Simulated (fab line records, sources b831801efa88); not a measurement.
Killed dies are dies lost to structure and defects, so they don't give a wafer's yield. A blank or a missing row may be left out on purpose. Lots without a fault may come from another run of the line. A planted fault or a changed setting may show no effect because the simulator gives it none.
One fault seen from 2 desks | flow gf180mcu | each desk has only its own numbers; what lay behind them comes last

THE METROLOGY DESK
What the gauges read, lot by lot, whatever tool the lot ran on: means of the sampled wafers that have a number. A lot is out of limits, marked OUT, if its mean lies more than 4 standard deviations from the usual mean; the brackets give that distance.
Columns: A = TOP_METAL_ALCU_THK at GF_TOP_METAL_THK_MEAS_06, usual 899 nm; B = PASSIVATION_BOW at GF_PASSIVATION_BOW_MEAS_14, usual 134 um
lot  | first seen here | A   | B
L932 | day 27 08:54    | 890 | 127
L935 | day 28 07:03    | 894 | 136
L936 | day 28 19:02    | 909 | 148
L937 | day 28 21:03    | 907 | 123
L939 | day 29 10:10    | 911 | 134
L940 | day 29 15:53    | 906 | 129
L941 | day 30 06:32    | 892 | 125
L942 | day 30 12:17    | 904 | 134
L943 | day 30 18:56    | 900 | 145
L944 | day 30 23:43    | 890 | 126
L946 | day 31 11:05    | 891 | 139
L947 | day 31 20:30    | 902 | 134
L955 | day 33 17:53    | 891 | 144
This desk's finding: nothing out of limits on any of the 13 lots.

THE TOOL OWNER'S DESK: pvd_sputter-03
The tool's own readings at GF_M2_SPUTTER_01 (material TiN, target thk 30 nm, time 25 s): means of the sampled wafers that have a number, for each lot that ran on this tool. A lot is out of limits, marked OUT, if its mean lies more than 4 standard deviations from the usual mean; the brackets give that distance.
Columns: A = throttle_valve_pct at GF_M2_SPUTTER_01, usual 30.1 %
lot  | first seen here | A
L932 | day 18 09:07    | 29.7
L936 | day 20 01:51    | 29.4
L939 | day 20 17:14    | 29.8
L941 | day 21 21:32    | 29.7
L942 | day 22 05:10    | 29.6
L943 | day 22 11:39    | 29.9
L946 | day 23 09:55    | 30.1
L947 | day 23 20:39    | 30.2
L955 | day 26 09:28    | 29.9
This desk's finding: nothing out of limits on any of the 9 lots.

PUT TOGETHER
The metrology desk saw nothing out of limits.
The tool owner's desk saw nothing out of limits.

WHAT THE SIMULATOR HAD PUT IN
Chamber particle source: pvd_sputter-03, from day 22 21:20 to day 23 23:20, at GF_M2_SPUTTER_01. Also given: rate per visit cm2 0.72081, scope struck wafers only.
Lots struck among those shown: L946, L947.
